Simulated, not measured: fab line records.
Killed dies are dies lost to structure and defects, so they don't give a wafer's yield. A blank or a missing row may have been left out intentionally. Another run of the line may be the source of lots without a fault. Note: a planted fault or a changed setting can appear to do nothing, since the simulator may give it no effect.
Comparing a struck lot with a sound one    flow sky130    23 steps out of a route of 708
Sound: the wafers L864.1, L864.3, L864.6. Wafers struck: L874.1, L874.3, L874.5. At the end, the cause is stated.
At each step with rows: each side's tool, then ch and its chambers, then its first start. Under that, the readings that differ: sound wafers    struck wafers    difference of the means    sigmas: that difference in standard deviations of wafers without a fault.
alike: readings whose means differ by less than 2 such deviations, and words and numbers that are the same on both sides. not compared: withheld readings, readings that some wafer has no value for, bounds like >300 that may hide the same value, and numbers for which the record gives no deviation and whose values overlap.
The two part at a step that has a row with sigmas, a row that says differs or no value, or rows on one side only. Non-overlapping numbers with no deviation appear without sigmas and do not part them. A reading that every wafer of one side lacks parts them only if that side has two wafers or more.

first, 6 steps without rows for these wafers: SKY_VT_ADJUST_LVTN_HMDS_12 (prime time 60 s); SKY_VT_ADJUST_LVTN_COAT_13 (resist thk 1140 nm); SKY_VT_ADJUST_LVTN_SOFTBAKE_14 (time 60 s); SKY_VT_ADJUST_LVTN_EXPOSE_15 (exposes mask HVN STD DERIVED, target cd 600 nm); SKY_VT_ADJUST_LVTN_PEB_16; SKY_VT_ADJUST_LVTN_DEVELOP_17 (develop time 60 s).
SKY_VT_ADJUST_LVTN_OVL_MEAS_18:
  sound on overlay-01, day 7 20:40; struck on overlay-02, day 10 19:34
reading                     sound        struck          difference  sigmas
VT_ADJUST_LVTN_01_OVL (nm)  1.2 2.1 2.6  -0.9 -2.3 -1.5  -3.5        -3
following that, these wafers have no rows for 1 step: SKY_VT_ADJUST_LVTN_IMPLANT_19.
SKY_VT_ADJUST_LVTN_STRIP_20: strips in O2/N2.
  sound on plasma_asher-01 ch 0,1, day 7 20:51; struck on plasma_asher-03 ch 0, day 10 19:44
  alike: drypump_motor_current_A, oes_product_au, strip_time_to_endpoint_s
  not compared: rf_hours_counter_h
SKY_VT_ADJUST_LVTN_TW_MEAS_21:
  sound on film_metro-02, day 7 20:57; struck on film_metro-04, day 10 19:50
  alike: VT_ADJUST_LVTN_2_TW
then, 2 steps without rows for these wafers: SKY_VT_ADJUST_NCORE_DEHYDRATE_00 (time 60 s); SKY_VT_ADJUST_NCORE_HMDS_01 (prime time 60 s).
SKY_VT_ADJUST_NCORE_COAT_02: resist thk 1140 nm.
  sound on litho_track-04 ch 0, day 8 06:58; struck on litho_track-04 ch 0, day 11 06:25
reading                                               sound                 struck                difference  sigmas
spin_speed_rpm (rpm)                                  2999.8 2996.9 2999.4  3336.0 3337.7 3335.8  +337.8      +99 or more
model.NOVOLAK_of_VT_ADJUST_NCORE_COAT_02.thk_nm (nm)  1138 1139 1134        1078 1078 1082        -58         
then, 3 steps without rows for these wafers: SKY_VT_ADJUST_NCORE_SOFTBAKE_03 (time 60 s); SKY_VT_ADJUST_NCORE_EXPOSE_04 (exposes mask LVTN COMPLEMENT THIN, target cd 380 nm); SKY_VT_ADJUST_NCORE_PEB_05.
SKY_VT_ADJUST_NCORE_DEVELOP_06: develop time 60 s.
  sound on litho_track-03 ch 0, day 8 17:38; struck on litho_track-03 ch 0, day 11 18:23
reading                                               sound           struck          difference  sigmas
model.NOVOLAK_of_VT_ADJUST_NCORE_COAT_02.thk_nm (nm)  1137 1139 1134  1078 1078 1082  -57         
SKY_VT_ADJUST_NCORE_CD_MEAS_07: target cd 380 nm.
  sound on cd_sem-02, day 8 17:47; struck on cd_sem-01, day 11 18:32
  alike: cd_nm
SKY_VT_ADJUST_NCORE_OVL_MEAS_08:
  sound on overlay-02, day 8 17:55; struck on overlay-01, day 11 18:40
  alike: VT_ADJUST_NCORE_OVL
following that, these wafers have no rows for 1 step: SKY_VT_ADJUST_NCORE_IMPLANT_09.
SKY_VT_ADJUST_NCORE_STRIP_10: strips in O2/N2.
  sound on plasma_asher-04 ch 0,1, day 8 18:06; struck on plasma_asher-02 ch 0,1, day 11 18:51
reading                       sound              struck             difference  sigmas
strip_time_to_endpoint_s (s)  14.16 14.17 14.12  13.45 13.46 13.51  -0.68       -17
  alike: drypump_motor_current_A, oes_product_au
  not compared: rf_hours_counter_h
SKY_VT_ADJUST_NCORE_TW_MEAS_11:
  sound on film_metro-03, day 8 18:12; struck on film_metro-01, day 11 18:57
  alike: VT_ADJUST_NCORE_TW
SKY_PAD_OPEN_PROBE_99:
  sound wafers here have rows in the record (prober-01, day 45 21:56); struck ones have none

## WHERE THEY PART
First at SKY_VT_ADJUST_LVTN_OVL_MEAS_18; last, within this record, at SKY_PAD_OPEN_PROBE_99.

WHY: what had been put in by the simulator
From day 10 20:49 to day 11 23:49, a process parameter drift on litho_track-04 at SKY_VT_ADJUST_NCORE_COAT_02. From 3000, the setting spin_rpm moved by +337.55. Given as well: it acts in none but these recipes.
